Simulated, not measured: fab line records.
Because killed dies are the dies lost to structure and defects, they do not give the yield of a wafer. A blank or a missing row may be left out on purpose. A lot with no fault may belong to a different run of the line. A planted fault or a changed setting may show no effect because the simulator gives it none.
Struck lot and sound lot, side by side | flow sky130 | 44 out of 708 route steps
Sound: wafers L210.1, L210.2, L210.6. Struck: wafer L223.4. (L223.1, L223.2 of the same lot were not struck and are left out.) The cause comes at the end.
Each step with rows lists, per side, the tool, then ch with its chambers, then its first start. Under that, the readings that differ: sound wafers | struck wafers | difference of the means | sigmas: that difference in standard deviations of wafers without a fault.
alike: words and numbers the same on both sides, and readings whose means are apart by under 2 such deviations; not compared: readings that were withheld, readings missing a value for some wafer, numbers with overlapping values and no deviation given by the record, and bounds like >300 which may hide the same value.
A row with sigmas, a row that says differs or no value, or rows on one side alone: a step with any of these is where the two part. Numbers that don't overlap but have no deviation are shown without sigmas and don't part them. A reading missing from all wafers of one side parts the sides only when that side holds two or more wafers.

first, 3 steps without rows for these wafers: SKY_VIA3_CLEAN_18 (cleans in IPA, time 180 s); SKY_VIA3_CLEAN_19 (cleans in O3/DIW); SKY_VIA3_SPUTTER_20 (material TiN, target thk 20 nm, time 80 s).
SKY_VIA3_CVD_21: deposits W, target thk 390 nm, time 117.31 s.
  sound on cvdW-02 ch 0,1, day 40 07:24; struck on cvdW-02 ch 1, day 44 15:15
  alike: heaterPowerW
SKY_VIA3_RS_MEAS_22: measures by four-point-probe.
  struck on filmMetro-01, day 44 15:23; sound on filmMetro-01, day 40 07:31
  alike: VIA3_W_RS
SKY_VIA3_THK_MEAS_23: measures by xrf.
  struck on filmMetro-01, day 44 15:30; sound on filmMetro-01, day 40 07:38
  alike: VIA3_W_THK
SKY_VIA3_CMP_24: polishes, stops on SiO2, t overpolish 20 s, target thk 0 nm.
  sound on cmp-01 ch 1,3, day 40 07:45; struck on cmp-02 ch 3, day 44 15:34
  alike: motorCurrentA, overpolishRunS, slurryFilterDpKPa, timeToEndpointS
SKY_METAL4_SPUTTER_00: material Ti, target thk 15 nm, time 10 s.
  struck on pvdSputter-01, day 44 15:52; sound on pvdSputter-02, day 40 08:00
  alike: throttleValvePct
then, 4 steps without rows for these wafers: SKY_METAL4_SPUTTER_01 (material TiN, target thk 20 nm, time 16.7 s); SKY_METAL4_SPUTTER_02 (material AlCu, target thk 735 nm, time 39.1 s); SKY_METAL4_SPUTTER_03 (material Ti, target thk 5 nm, time 3.3 s); SKY_METAL4_SPUTTER_04 (material TiN, target thk 70 nm, time 58.3 s).
SKY_CAP2M_CVD_00: deposits SiO2, target thk 15.5 nm.
  sound on pecvd-02 ch 0,1,2, day 40 08:09; struck on pecvd-01 ch 1, day 44 16:01
reading                               | sound             | struck | difference | sigmas
model.SiO2_of_CAP2M_CVD_00.thkNm (nm) | 15.33 15.12 15.51 | 25.66  | +10.34     | 
  alike: heaterPowerW
SKY_CAP2M_THK_MEAS_01:
  struck on filmMetro-01, day 44 16:02; sound on filmMetro-03, day 40 08:10
reading               | sound             | struck | difference | sigmas
CAP2M_CVD_00_THK (nm) | 15.29 15.12 15.52 | 25.64  | +10.33     | +45
SKY_CAP2M_SPUTTER_02: material TiN, target thk 200 nm, time 166.7 s.
  struck on pvdSputter-03, day 44 16:05; sound on pvdSputter-03, day 40 08:14
  alike: throttleValvePct
SKY_CAP2M_RS_MEAS_03: measures by four-point-probe.
  struck on filmMetro-01, day 44 16:12; sound on filmMetro-01, day 40 08:20
  alike: CAP2M_TIN_RS
SKY_CAP2M_THK_MEAS_04: measures by xrf.
  struck on filmMetro-01, day 44 16:19; sound on filmMetro-01, day 40 08:28
  alike: CAP2M_TIN_THK
then, 7 steps without rows for these wafers: SKY_CAP2M_DEHYDRATE_05 (time 60 s); SKY_CAP2M_HMDS_06 (prime time 60 s); SKY_CAP2M_COAT_07 (resist thk 1140 nm); SKY_CAP2M_SOFTBAKE_08 (time 60 s); SKY_CAP2M_EXPOSE_09 (exposes mask CAP2M, target cd 1000 nm); SKY_CAP2M_PEB_10; SKY_CAP2M_DEVELOP_11 (develop time 60 s).
SKY_CAP2M_OVL_MEAS_12:
  struck on overlay-01, day 45 13:49; sound on overlay-01, day 41 09:13
  alike: CAP2M_OVL
then, 1 step without rows for these wafers: SKY_CAP2M_METAL_ETCH_13 (etches TiN in Cl2/BCl3, stops on SiO2, target depth 220 nm, time 62.9 s).
SKY_CAP2M_STRIP_14: strips in O2/N2.
  sound on plasmaAsher-02 ch 0,1, day 41 09:19; struck on plasmaAsher-02 ch 0, day 45 13:57
reading                  | sound             | struck | difference | sigmas
stripTimeToEndpointS (s) | 12.62 12.62 12.65 | 12.77  | +0.14      | +3
  alike: drypumpMotorCurrentA, n2FlowSccm, oesProductAu
  not compared: rfHoursCounterH
then, 11 steps without rows for these wafers: SKY_CAP2M_STRIP_15 (strips in post etch residue remover, time 1200 s); SKY_CAP2M_CLEAN_16 (cleans in IPA, time 180 s); SKY_CAP2M_CLEAN_17 (cleans in O3/DIW); SKY_METAL4_DEHYDRATE_05 (time 60 s); SKY_METAL4_HMDS_06 (prime time 60 s); SKY_METAL4_COAT_07 (resist thk 60 nm); SKY_METAL4_COAT_08 (resist thk 1140 nm); SKY_METAL4_SOFTBAKE_09 (time 90 s); SKY_METAL4_EXPOSE_10 (exposes mask MM4, target cd 300 nm); SKY_METAL4_PEB_11; SKY_METAL4_DEVELOP_12 (develop time 60 s).
SKY_METAL4_CD_MEAS_13 targets a cd of 300 nm.
  struck on cdSem-01, day 46 11:31; sound on cdSem-01, day 42 09:00
  alike: cdNm
SKY_METAL4_OVL_MEAS_14:
  struck on overlay-02, day 46 11:38; sound on overlay-01, day 42 09:07
  alike: METAL4_OVL
then, 2 steps without rows for these wafers: SKY_METAL4_DESCUM_15 (chemistry O2, time 8 s); SKY_METAL4_ETCH_16 (etches BARC in N2/H2, stops on SiO2, time 88.2 s, target depth 60 nm).
SKY_METAL4_ETCH_17: etches SiO2 in C4F8/O2/Ar, stops on TiN, time 3.9 s, target depth 15 nm.
  sound on rieDiel-03 ch 0,3, day 42 09:17; struck on rieDiel-03 ch 2, day 46 11:48
reading                 | sound             | struck | difference | sigmas
oesProductAu (a.u.)     | 0.752 0.742 0.754 | 0.987  | +0.238     | +38
model.etch.depthNm (nm) | 15.33 15.12 15.51 | 25.55  | +10.23     | 
  not compared: rfHoursCounterH
-- the record jumps here: 4 days lie between the struck wafers' starts before and after (it left off in module METAL4 and takes up again in module PAD_OPEN, whose first step shown is number 708 of the route) --
SKY_PAD_OPEN_PROBE_99:
  struck on prober-02, day 49 23:55; sound on prober-02, day 46 07:21
reading                               | sound             | struck | difference | sigmas
model.etest.tester.sortNPass          | 413 424 393       | 0      | -410       | 
model.etest.tester.sortYieldPct (%)   | 83.94 86.18 79.88 | 0      | -83        | 
model.etest.tester.sort_bin_3_pct (%) | 0.813 0.813 1.22  | 49.41  | +48.46     | 
model.etest.tester.sort_bin_5_pct (%) | 9.553 8.74 11.59  | 44.5   | +34.5      | 
model.etest.resDeepNwell.short        | 0 0 0             | 1      | +1         | 
model.etest.nfet_16v.overLimit        | 0 0 0             | 1      | +1         | 
model.etest.resIsoPwell.short         | 0 0 0             | 1      | +1         | 
model.etest.liComb.overLimit          | 0 0 0             | 1      | +1         | 
  alike: defectLimitedYield, killed_at_M0_to_M3, killed_at_M4_up, killedAtContacts, killedAtFrontEnd, killedAtOther, killedDies, killedOpen, killedShort

## WHERE THEY PART
Earliest at SKY_CAP2M_THK_MEAS_01; latest, in this record, at SKY_METAL4_ETCH_17. Later steps at which nothing parts them and some readings are alike: SKY_PAD_OPEN_PROBE_99.

WHY: the cause the simulator had injected
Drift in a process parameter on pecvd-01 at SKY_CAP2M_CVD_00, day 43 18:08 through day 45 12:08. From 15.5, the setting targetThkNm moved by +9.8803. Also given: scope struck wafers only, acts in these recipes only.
